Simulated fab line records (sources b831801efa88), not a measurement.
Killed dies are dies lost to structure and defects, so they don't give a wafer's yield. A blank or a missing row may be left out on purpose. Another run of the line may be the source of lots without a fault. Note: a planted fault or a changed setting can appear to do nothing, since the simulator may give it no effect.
Which of the tools did it?    flow sky130    12 lots, 36 wafers sampled, at 3 steps of a route of 708

## WHAT THE GAUGES SHOWED, per wafer
SKY_CAP2M_THK_MEAS_01. Usual: CAP2M_CVD_00_THK typically reads 15.51 nm, with standard deviation 0.23.
lot   measured      on            CAP2M_CVD_00_THK (nm)  flag
L995  day 39 08:49  filmMetro-04  15.22 15.56 15.58      
L996  day 39 17:10  filmMetro-01  15.34 15.59 15.53      
L997  day 39 23:55  filmMetro-04  15.69 15.60 15.86      
L998  day 40 06:36  filmMetro-02  15.75 15.74 15.89      
L999  day 40 12:40  filmMetro-02  15.28 15.14 15.14      
L101  day 42 09:33  filmMetro-01  15.25 15.51 15.77      
L102  day 42 09:16  filmMetro-02  15.07 15.32 15.56      
L103  day 42 10:47  filmMetro-04  15.28 15.60 15.95      
L104  day 42 15:46  filmMetro-01  15.56 15.45 15.57      
L110  day 44 16:22  filmMetro-01  15.57 15.61 15.59      
L113  day 45 07:28  filmMetro-02  15.58 15.73 15.60      
L111  day 45 09:37  filmMetro-01  15.21 15.44 15.81      

SKY_VIA4_RS_MEAS_19: measurement is done with a four-point probe. Usual: VIA4_W_RS typically reads 0.2262 ohm/sq, with standard deviation 0.002.
lot   measured      on            VIA4_W_RS (ohm/sq)    flag
L995  day 42 11:38  filmMetro-04  0.2263 0.2275 0.2282  
L996  day 42 15:38  filmMetro-01  0.2252 0.2248 0.2281  
L997  day 43 04:02  filmMetro-01  0.2243 0.2250 0.2272  
L998  day 43 10:23  filmMetro-04  0.2248 0.2253 0.2268  
L999  day 43 13:01  filmMetro-03  0.2242 0.2239 0.2259  
L101  day 45 07:14  filmMetro-03  0.2273 0.2271 0.2255  
L102  day 45 06:57  filmMetro-01  0.2223 0.2250 0.2238  
L103  day 45 08:22  filmMetro-04  0.2257 0.2235 0.2266  
L104  day 45 12:53  filmMetro-01  0.2274 0.2233 0.2267  
L110  day 47 08:43  filmMetro-04  0.2258 0.2255 0.2276  
L113  day 47 23:48  filmMetro-04  0.2249 0.2234 0.2267  
L111  day 48 01:31  filmMetro-01  0.2288 0.2279 0.2259  

## WHICH TOOL RAN EACH LOT (tool, then ch and the chambers of the sampled wafers, then the start)
lot   SKY_CAPM_STRIP_14
L995  plasmaAsher-02 ch 0,1, day 37 02:12
L996  plasmaAsher-03 ch 0,1, day 37 11:37
L997  plasmaAsher-03 ch 0,1, day 37 18:05
L998  plasmaAsher-03 ch 0,1, day 38 01:08
L999  plasmaAsher-04 ch 0,1, day 38 08:04
L101  plasmaAsher-03 ch 0,1, day 40 02:49
L102  plasmaAsher-03 ch 0,1, day 40 03:28
L103  plasmaAsher-04 ch 0,1, day 40 05:16
L104  plasmaAsher-03 ch 0,1, day 40 12:32
L110  plasmaAsher-03 ch 0,1, day 42 15:51
L113  plasmaAsher-03 ch 0,1, day 43 08:07
L111  plasmaAsher-03 ch 0,1, day 43 09:16
- SKY_CAPM_STRIP_14: strips in O2/N2.

## WHAT THE TOOLS THEMSELVES READ (means of the sampled wafers that have a number; where no wafer has one, the mark that the record gives instead)
SKY_CAPM_STRIP_14. Usual: drypumpMotorCurrentA 5.57 A, standard deviation 0.25; oesProductAu 0.710 a.u., standard deviation 0.0046; stripTimeToEndpointS 12.65 s, standard deviation 0.042.
lot   tool            drypumpMotorCurrentA (A)  oesProductAu (a.u.)  stripTimeToEndpointS (s)  flag
L995  plasmaAsher-02  5.34                      0.711                12.66                     
L996  plasmaAsher-03  5.43                      0.710                12.68                     
L997  plasmaAsher-03  5.46                      0.713                12.63                     
L998  plasmaAsher-03  5.46                      0.712                12.65                     
L999  plasmaAsher-04  5.83                      0.709                12.62                     
L101  plasmaAsher-03  5.46                      0.709                12.67                     
L102  plasmaAsher-03  5.45                      0.710                12.64                     
L103  plasmaAsher-04  5.82                      0.708                12.63                     
L104  plasmaAsher-03  5.46                      0.711                12.66                     
L110  plasmaAsher-03  5.42                      0.707                12.71                     
L113  plasmaAsher-03  5.41                      0.704                12.66                     
L111  plasmaAsher-03  5.46                      0.706                12.64                     

## THE ANSWER, worked out from the rows above alone
Rule: a lot counts as off when the mean over its wafers that have a number is more than 3 standard deviations away from the usual mean. A lot without any number at a reading at which 4 lots or more have one is off too. All remaining lots with rows at the step are treated as sound. First the gauges in route order, then the tools' own readings, where a lot's mean is used as printed above. The first step at which some lot is off is used, and at that step the reading that is off furthest; a lot without a number counts as furthest.
No lot is off on any of the readings shown, so nothing can be concluded from this.

## WHAT HAD BEEN PUT IN BY THE SIMULATOR
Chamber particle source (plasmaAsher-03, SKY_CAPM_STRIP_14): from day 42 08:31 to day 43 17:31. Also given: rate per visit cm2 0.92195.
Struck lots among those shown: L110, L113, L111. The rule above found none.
